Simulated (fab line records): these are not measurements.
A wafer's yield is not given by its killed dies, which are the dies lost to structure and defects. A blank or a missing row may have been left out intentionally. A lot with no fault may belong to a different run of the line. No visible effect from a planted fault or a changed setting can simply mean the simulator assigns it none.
fab line records    flow sky130
record: lots: 6  wafers: 18  lastDay: 49
route steps=708 shown METAL5@677 PASSIVATION@681
lots with no fault: from the same line, run without faults
startH: the number of hours between the record's first day and the start of the first shown wafer of the lot    waitH: time in hours since the lot's previous step    " the same as in the row above    L1.1+2: a row that stands for several wafers    - no value, or no start was given    * or withheld: withheld    < > ~ a bound
route shown NAME@n: a module of which the file shows steps, and the number in the route of the first    usual: mean/standard deviation taken from wafers without a fault    same: alike in all rows    chamber/n: place in a boat    sites: each site's reading    _std_site: the standard deviation of these    _edge_site: the outer-site mean with the inner-site mean subtracted    radiusMm: for every site, how far away it sits from the centre of the wafer    mask NAME#n: copy n    behind: the tool/chamber that last shaped the wafer    hold: cause of the lot's hold/its duration in hours/its outcome    device: which transistor (n, p or np) failed to switch    end of line: at the end of the route, the tests of the same wafers    step lacking rows: just its recipe    killed: count of dies lost to structure and defects at first sort (not the wafer's yield)    map: a wafer's dies, x killed, . not, _ none there
set.NAME: the setting as run; set.NAME@STEP: as run at that earlier step    model.NAME: the simulator's own value behind a step, which no gauge read
a table for each step, a row for each wafer; lots at some steps of the route
services: the hour from which a tool's chamber was out of use, counted from the record's first day as startH (under 0 if before that day), plus the number of hours and why
== steps ==
step: SKY_METAL5_STRIP_16
recipe: chemistry: O2/N2  powerW: 1400  pressureMtorr: 1500  platenTempC: withheld  o2FlowSccm: 3000  n2FlowSccm: 300  overashFraction: 0.5
usual: drypumpMotorCurrentA: 5.8/0.6  oesProductAu: 0.711/0.0046  stripTimeToEndpointS: 13.08/0.078
lot.wafer  tool            chamber  startH   waitH  drypumpMotorCurrentA  oesProductAu  rfHoursCounterH  stripTimeToEndpointS
L562.3     plasmaAsher-01  1        1031.28  0.1    6.1                   0.708         -                13.10
L562.5     "               1        "        "      6.1                   0.711         -                13.05
L562.6     "               0        "        "      6.6                   0.712         -                13.10
L564.2     plasmaAsher-01  1        1049.06  0.2    6.1                   0.710         129              13.19
L564.3     "               1        "        "      6.1                   0.708         -                13.16
L564.5     "               0        "        "      6.6                   0.710         -                13.13
L565.1     plasmaAsher-03  1        1056.46  0.4    5.7                   0.710         30               12.86
L565.4     "               1        "        "      5.8                   0.706         -                12.95
L565.5     "               0        "        "      4.9                   0.714         -                12.95
L566.3     plasmaAsher-03  1        1068.25  0.3    5.8                   0.714         -                13.05
L566.4     "               0        "        "      4.9                   0.713         -                13.16
L566.5     "               0        "        "      4.9                   0.701         -                13.18
L575.2     plasmaAsher-03  0        1117.22  0.2    4.9                   0.710         40               13.17
L575.3     "               0        "        "      4.9                   0.710         -                13.06
L575.6     "               0        "        "      4.9                   0.714         -                13.16
L581.2     plasmaAsher-01  0        1147.67  0.2    6.6                   0.713         8                13.04
L581.4     "               0        "        "      6.6                   0.715         -                12.97
L581.5     "               1        "        "      6.1                   0.709         -                13.06
step: SKY_METAL5_STRIP_17
recipe: chemistry: postEtchResidueRemover  timeS: 1200  tempC: 72.5
step: SKY_METAL5_CLEAN_18
recipe: chemistry: IPA  timeS: 180  tempC: 25
step: SKY_METAL5_CLEAN_19
recipe: chemistry: O3/DIW  dry: n2Spin
step: SKY_PASSIVATION_CVD_00
recipe: material: SiO2  targetThkNm: 90  tempC: 400  timeS: withheld  rfW: 600
usual: heaterPowerW: 635/67  susceptorTempC: 399.99/0.22
lot.wafer  tool      chamber  startH   waitH  heaterPowerW  susceptorTempC
L562.3     pecvd-03  1        1031.84  0.0    616           400.11
L562.5     "         2        "        "      606           399.88
L562.6     "         1        "        "      612           400.11
L564.2     pecvd-03  1        1049.67  0.0    669           399.88
L564.3     "         2        "        "      596           399.26
L564.5     "         0        "        "      651           399.96
L565.1     pecvd-01  2        1057.05  0.0    571           399.85
L565.4     "         2        "        "      566           399.95
L565.5     "         0        "        "      646           400.28
L566.3     pecvd-01  2        1068.85  0.0    617           399.89
L566.4     "         1        "        "      657           400.11
L566.5     "         0        "        "      594           399.88
L575.2     pecvd-01  2        1117.81  0.0    593           399.97
L575.3     "         0        "        "      552           400.53
L575.6     "         2        "        "      601           399.83
L581.2     pecvd-03  1        1148.26  0.0    645           400.51
L581.4     "         2        "        "      635           399.61
L581.5     "         0        "        "      745           400.16
step: SKY_PASSIVATION_THK_MEAS_01
recipe: reads: SiO2_of_PASSIVATION_CVD_00
usual: PASSIVATION_CVD_00_THK: 90.1/1.2
lot.wafer  tool          chamber  startH   waitH  PASSIVATION_CVD_00_THK[nm]
L562.3     filmMetro-04  -        1031.88  -      88.7
L562.5     "             -        "        "      89.4
L562.6     "             -        "        "      88.7
L564.2     filmMetro-01  -        1049.70  -      90.5
L564.3     "             -        "        "      88.8
L564.5     "             -        "        "      91.7
L565.1     filmMetro-04  -        1057.08  -      90.6
L565.4     "             -        "        "      90.2
L565.5     "             -        "        "      90.3
L566.3     filmMetro-02  -        1068.89  -      88.0
L566.4     "             -        "        "      90.2
L566.5     "             -        "        "      89.6
L575.2     filmMetro-04  -        1117.84  -      90.0
L575.3     "             -        "        "      90.3
L575.6     "             -        "        "      91.5
L581.2     filmMetro-04  -        1148.30  -      89.2
L581.4     "             -        "        "      91.4
L581.5     "             -        "        "      90.7
step: SKY_PASSIVATION_CVD_02
recipe: material: Si3N4  targetThkNm: 540  tempC: 400  timeS: withheld  rfW: 450
usual: heaterPowerW: 688/87  susceptorTempC: 400.00/0.24
lot.wafer  tool      chamber  startH   waitH  heaterPowerW  susceptorTempC
L562.3     pecvd-01  2        1031.92  0.0    650           400.05
L562.5     "         0        "        "      672           399.98
L562.6     "         1        "        "      651           399.94
L564.2     pecvd-02  0        1049.75  0.0    754           400.32
L564.3     "         2        "        "      662           400.05
L564.5     "         1        "        "      552           399.87
L565.1     pecvd-02  1        1057.14  0.1    519           400.06
L565.4     "         2        "        "      593           399.93
L565.5     "         0        "        "      812           399.96
L566.3     pecvd-02  0        1068.93  0.0    693           399.89
L566.4     "         1        "        "      578           400.08
L566.5     "         2        "        "      603           400.14
L575.2     pecvd-03  0        1117.89  0.0    740           400.44
L575.3     "         1        "        "      673           399.77
L575.6     "         2        "        "      553           399.97
L581.2     pecvd-02  0        1148.35  0.0    819           400.10
L581.4     "         2        "        "      717           400.08
L581.5     "         0        "        "      839           400.11
step: SKY_PASSIVATION_THK_MEAS_03
recipe: reads: Si3N4_of_PASSIVATION_CVD_02
usual: PASSIVATION_CVD_02_THK: 541/6.1
lot.wafer  tool          chamber  startH   waitH  PASSIVATION_CVD_02_THK[nm]
L562.3     filmMetro-02  -        1032.17  -      528
L562.5     "             -        "        "      541
L562.6     "             -        "        "      537
L564.2     filmMetro-01  -        1049.99  -      538
L564.3     "             -        "        "      545
L564.5     "             -        "        "      551
L565.1     filmMetro-04  -        1057.36  -      543
L565.4     "             -        "        "      551
L565.5     "             -        "        "      549
L566.3     filmMetro-02  -        1069.18  -      531
L566.4     "             -        "        "      546
L566.5     "             -        "        "      543
L575.2     filmMetro-04  -        1118.13  -      535
L575.3     "             -        "        "      537
L575.6     "             -        "        "      539
L581.2     filmMetro-02  -        1148.58  -      538
L581.4     "             -        "        "      546
L581.5     "             -        "        "      547
step: SKY_PASSIVATION_DEHYDRATE_04
recipe: tempC: 200  timeS: 60
step: SKY_PASSIVATION_HMDS_05
recipe: primeTimeS: 60  primeTempC: 120
step: SKY_PASSIVATION_COAT_06
recipe: spinRpm: 2000  resistThkNm: 3000
step: SKY_PASSIVATION_SOFTBAKE_07
recipe: tempC: 110  timeS: withheld
step: SKY_PASSIVATION_EXPOSE_08
recipe: maskId: NSM  targetCdNm: 3000  na: 0.57  doseMj: 260
usual: exposureDoseMJCm2: 260.02/0.24  focusOffsetNm: 0.1/0.57  na: 0.57/0
lot.wafer  tool             chamber  startH   waitH  mask   exposureDoseMJCm2  focusOffsetNm  na
L562.3     ilineStepper-02  0        1042.93  -      NSM#0  259.58             0.5            0.57
L562.5     "                0        "        "      NSM#0  260.11             1.0            0.57
L562.6     "                0        "        "      NSM#0  260.07             0.6            0.57
L564.2     ilineStepper-02  0        1060.67  -      NSM#0  260.08             0.2            0.57
L564.3     "                0        "        "      NSM#0  260.17             0.4            0.57
L564.5     "                0        "        "      NSM#0  260.14             0.7            0.57
L565.1     ilineStepper-02  -        1067.74  -      NSM#0  -                  -              -
L565.4     "                -        "        "      NSM#0  -                  -              -
L565.5     "                -        "        "      NSM#0  -                  -              -
L566.3     ilineStepper-01  -        1080.04  -      NSM#0  -                  -              -
L566.4     "                -        "        "      NSM#0  -                  -              -
L566.5     "                -        "        "      NSM#0  -                  -              -
L575.2     ilineStepper-02  0        1128.49  -      NSM#0  260.24             0.6            0.57
L575.3     "                0        "        "      NSM#0  260.13             0.9            0.57
L575.6     "                0        "        "      NSM#0  259.85             0.5            0.57
L581.2     ilineStepper-02  0        1157.25  -      NSM#0  260.10             0.0            0.57
L581.4     "                0        "        "      NSM#0  260.22             0.9            0.57
L581.5     "                0        "        "      NSM#0  260.19             0.1            0.57
step: SKY_PASSIVATION_PEB_09
recipe: tempC: 115  timeS: withheld
== services ==
tool             chamber  startH   hours  kind
plasmaAsher-03   -        1015.32  1.2    repair
ilineStepper-02  -        1018.87  2.9    repair
plasmaAsher-03   -        1022.37  0.9    repair
ilineStepper-01  -        1038.33  3.4    repair
ilineStepper-02  0        1042.80  -      calibration
ilineStepper-01  -        1046.42  7.3    repair
plasmaAsher-01   -        1051.87  19.1   repair
pecvd-01         2        1057.92  2.1    scheduledDown
pecvd-02         -        1058.82  5.5    pm
plasmaAsher-01   -        1070.98  9.0    pm
plasmaAsher-01   0        1070.98  9.0    ventCycle
plasmaAsher-01   1        1070.98  9.0    ventCycle
pecvd-03         -        1074.10  2.8    pm
pecvd-03         -        1079.47  0.6    repair
plasmaAsher-01   0        1079.98  -      clean
plasmaAsher-01   1        1079.98  -      clean
ilineStepper-01  -        1089.76  1.7    pm
plasmaAsher-01   -        1092.00  2.8    pm
pecvd-02         2        1098.24  3.4    repair
pecvd-02         1        1098.64  5.5    scheduledDown
ilineStepper-01  0        1122.30  -      calibration
pecvd-03         1        1125.44  16.6   repair
pecvd-02         0        1134.12  2.1    scheduledDown
== key ==
firstSign: step: SKY_PASSIVATION_EXPOSE_08  reading: toolRecord  direction: missing
effect none on later readings
metAt SKY_PASSIVATION_EXPOSE_08
struckWafers L565.1,L565.4,L565.5,L566.3,L566.4,L566.5
laterRowsLeftOut L565.1,L565.4,L565.5,L566.3,L566.4,L566.5
sortLeftOut L565.1,L565.4,L565.5,L566.3,L566.4,L566.5
onsetBetween 1060.67 1067.74
fault: kind: skippedStepWhole  tool: ilineStepper-01,ilineStepper-02  chamber: -  onsetH: 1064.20  steps: SKY_PASSIVATION_EXPOSE_08  scope: struckLotsOnly
sortLeftOut: the simulated sort isn't trusted on such a fault, so these wafers' sort isn't shown, and their yield isn't known
laterRowsLeftOut: the simulator's readings of these wafers behind a module that went badly wrong aren't trusted and aren't shown, but for the sort
